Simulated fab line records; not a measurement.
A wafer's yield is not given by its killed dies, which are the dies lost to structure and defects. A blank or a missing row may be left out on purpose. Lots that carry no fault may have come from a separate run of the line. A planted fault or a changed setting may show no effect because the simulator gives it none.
Which tool was responsible? ; flow sky130 ; 14 lots, 40 wafers sampled, at 5 steps of a route of 708

== WHAT THE GAUGES READ, wafer by wafer ==
SKY_VIA3_THK_MEAS_23: measures by xrf.
lot;measured;on;VIA3_W_THK (nm)
L863;day 39 15:48;film_metro-04;402 411 403
L864;day 39 21:26;film_metro-03;392 395 391
L865;day 40 08:57;film_metro-02;394 392 392
L868;day 41 01:45;film_metro-02;398 397 395
L867;day 41 01:50;film_metro-04;417 407 403
L866;day 41 02:54;film_metro-04;408 410 407
L870;day 42 00:30;film_metro-04;400 395 401
L873;day 42 12:55;film_metro-04;398 394
L874;day 42 22:31;film_metro-03;398 401
L882;day 45 02:52;film_metro-03;391 389 391
L883;day 45 05:50;film_metro-04;404 399 398
L884;day 45 05:00;film_metro-02;389 388 383
L885;day 45 12:10;film_metro-02;392 399 400
L886;day 45 15:45;film_metro-03;385 388 390

== WHAT TOOL EACH LOT RAN ON (gives the tool, then ch and the chambers of the sampled wafers, and finally the start) ==
lot;SKY_VIA1_STRIP_16;SKY_METAL2_SPUTTER_03;SKY_METAL3_METAL_ETCH_18;SKY_METAL3_STRIP_19
L863;plasma_asher-03 ch 0,1, day 33 21:35;pvd_sputter-02, day 33 23:06;rie_metal-04 ch 0,1, day 38 12:08;plasma_asher-01 ch 0,1, day 38 12:19
L864;plasma_asher-02 ch 0,1, day 34 05:55;pvd_sputter-01, day 34 07:16;rie_metal-01 ch 0,1, day 38 18:23;plasma_asher-01 ch 0,1, day 38 18:34
L865;plasma_asher-01 ch 0,1, day 34 18:11;pvd_sputter-02, day 34 19:27;rie_metal-03 ch 0,1, day 39 05:32;plasma_asher-03 ch 0,1, day 39 05:41
L868;plasma_asher-01 ch 0,1, day 35 11:23;pvd_sputter-04, day 35 12:44;rie_metal-03 ch 0, day 39 22:31;plasma_asher-01 ch 0,1, day 39 22:41
L867;plasma_asher-02 ch 0,1, day 35 11:44;pvd_sputter-01, day 35 13:05;rie_metal-01 ch 1, day 39 22:52;plasma_asher-03 ch 0,1, day 39 23:02
L866;plasma_asher-02 ch 0,1, day 35 12:27;pvd_sputter-02, day 35 13:51;rie_metal-04 ch 0,1, day 39 23:50;plasma_asher-03 ch 1, day 40 00:01
L870;plasma_asher-01 ch 0,1, day 36 10:28;pvd_sputter-01, day 36 13:10;rie_metal-01 ch 0,1, day 40 22:17;plasma_asher-01 ch 0,1, day 40 22:28
L873;plasma_asher-02 ch 0,1, day 37 03:10;pvd_sputter-01, day 37 04:52;rie_metal-01 ch 0,1, day 41 10:59;plasma_asher-02 ch 0,1, day 41 11:10
L874;plasma_asher-03 ch 0,1, day 37 12:42;pvd_sputter-01, day 37 14:00;rie_metal-01 ch 0,1, day 41 20:53;plasma_asher-03 ch 0,1, day 41 21:04
L882;plasma_asher-02 ch 0,1, day 39 22:34;pvd_sputter-02, day 40 00:11;rie_metal-04 ch 0,1, day 44 02:49;plasma_asher-01 ch 1, day 44 02:59
L883;plasma_asher-02 ch 0,1, day 40 00:21;pvd_sputter-04, day 40 01:41;rie_metal-03 ch 0,1, day 44 04:53;plasma_asher-02 ch 0,1, day 44 05:04
L884;plasma_asher-01 ch 0,1, day 40 01:58;pvd_sputter-01, day 40 03:18;rie_metal-04 ch 0,1, day 44 05:14;plasma_asher-01 ch 0,1, day 44 05:25
L885;plasma_asher-02 ch 0,1, day 40 09:30;pvd_sputter-04, day 40 10:53;rie_metal-01 ch 1, day 44 12:18;plasma_asher-02 ch 0,1, day 44 12:28
L886;plasma_asher-03 ch 0,1, day 40 15:32;pvd_sputter-01, day 40 16:53;rie_metal-01 ch 0,1, day 44 16:23;plasma_asher-02 ch 0,1, day 44 16:34
- SKY_VIA1_STRIP_16: strips in O2/N2.
- SKY_METAL2_SPUTTER_03: material Ti, target thk 5 nm, time 3.3 s.
- SKY_METAL3_METAL_ETCH_18: etches the open film in Cl2/BCl3, stops on SiO2, target depth 845 nm, time 183.1 s.
- SKY_METAL3_STRIP_19: strips in O2/N2.

== AS READ BY THE TOOLS THEMSELVES (means over the sampled wafers that have a number; for cases with no such wafer, the mark the record gives instead) ==
SKY_VIA1_STRIP_16.
lot;tool;drypump_motor_current_A (A);oes_product_au (a.u.);strip_time_to_endpoint_s (s)
L863;plasma_asher-03;5.4;0.421;4.489
L864;plasma_asher-02;4.8;0.416;4.473
L865;plasma_asher-01;5.8;0.420;4.461
L868;plasma_asher-01;5.8;0.414;4.463
L867;plasma_asher-02;4.8;0.418;4.474
L866;plasma_asher-02;4.8;0.422;4.486
L870;plasma_asher-01;5.7;0.413;4.477
L873;plasma_asher-02;4.8;0.415;4.452
L874;plasma_asher-03;5.5;0.413;4.456
L882;plasma_asher-02;4.8;0.419;4.482
L883;plasma_asher-02;4.8;0.414;4.469
L884;plasma_asher-01;5.7;0.416;4.497
L885;plasma_asher-02;4.9;0.416;4.440
L886;plasma_asher-03;5.7;0.415;4.456

SKY_METAL2_SPUTTER_03.
lot;tool;throttle_valve_pct (%)
L863;pvd_sputter-02;30.0
L864;pvd_sputter-01;29.3
L865;pvd_sputter-02;30.0
L868;pvd_sputter-04;31.0
L867;pvd_sputter-01;29.1
L866;pvd_sputter-02;30.3
L870;pvd_sputter-01;29.4
L873;pvd_sputter-01;29.5
L874;pvd_sputter-01;29.1
L882;pvd_sputter-02;29.9
L883;pvd_sputter-04;30.7
L884;pvd_sputter-01;29.7
L885;pvd_sputter-04;29.1
L886;pvd_sputter-01;29.5

SKY_METAL3_METAL_ETCH_18.
lot;tool;drypump_motor_current_A (A);oes_product_au (a.u.);throttle_valve_pct (%)
L863;rie_metal-04;6.3;0.859;22.268
L864;rie_metal-01;5.5;0.859;22.267
L865;rie_metal-03;5.9;0.872;22.268
L868;rie_metal-03;5.7;0.861;22.263
L867;rie_metal-01;5.7;0.864;22.256
L866;rie_metal-04;6.2;0.865;22.262
L870;rie_metal-01;5.5;0.868;22.262
L873;rie_metal-01;5.3;0.872;22.263
L874;rie_metal-01;5.3;0.865;22.262
L882;rie_metal-04;6.3;0.868;22.260
L883;rie_metal-03;5.9;0.867;22.264
L884;rie_metal-04;6.3;0.868;22.259
L885;rie_metal-01;5.7;0.866;22.261
L886;rie_metal-01;5.4;0.865;22.263

SKY_METAL3_STRIP_19.
lot;tool;drypump_motor_current_A (A);oes_product_au (a.u.);strip_time_to_endpoint_s (s)
L863;plasma_asher-01;5.8;0.502;6.61
L864;plasma_asher-01;5.8;0.508;6.58
L865;plasma_asher-03;5.4;0.502;6.64
L868;plasma_asher-01;5.7;0.510;6.68
L867;plasma_asher-03;5.7;0.503;6.62
L866;plasma_asher-03;5.0;0.503;6.54
L870;plasma_asher-01;5.8;0.505;6.57
L873;plasma_asher-02;4.8;0.516;6.95
L874;plasma_asher-03;5.5;0.520;7.00
L882;plasma_asher-01;5.7;0.498;6.53
L883;plasma_asher-02;4.8;0.506;6.59
L884;plasma_asher-01;5.8;0.503;6.51
L885;plasma_asher-02;4.8;0.504;6.58
L886;plasma_asher-02;4.8;0.500;6.52

== THE ANSWER, worked out from the rows above alone ==
Rule: usual is defined by the lots themselves. Put in order of their means at a reading, lots are off if they are a third of the lots or fewer, leave a main group of 4 or more, and stand apart from it by a gap of 3 or more times the standard deviation of the main group's means; of several such gaps the widest counts. A main group whose means are all the same, to the digits that the tables above print for the reading, isn't used. A lot without any number at a reading at which 4 lots or more have one is off too. The other lots that the step has rows for count as sound. Order of review: gauges by route order, followed by the tools' own readings, for which a lot's mean as printed above is used. The first step at which some lot is off is used, and at that step the reading that is off furthest; a lot without a number counts as furthest.
Off at SKY_METAL3_STRIP_19 (strip_time_to_endpoint_s): L873, L874. The main group: mean 6.58 s, standard deviation 0.049.
If a tool, at that step or one of the process steps before it, ran each lot that is off and ran no sound lot following the first of them, it fits. No candidate that was tried fits.

== WHAT THE SIMULATOR HAD INSERTED ==
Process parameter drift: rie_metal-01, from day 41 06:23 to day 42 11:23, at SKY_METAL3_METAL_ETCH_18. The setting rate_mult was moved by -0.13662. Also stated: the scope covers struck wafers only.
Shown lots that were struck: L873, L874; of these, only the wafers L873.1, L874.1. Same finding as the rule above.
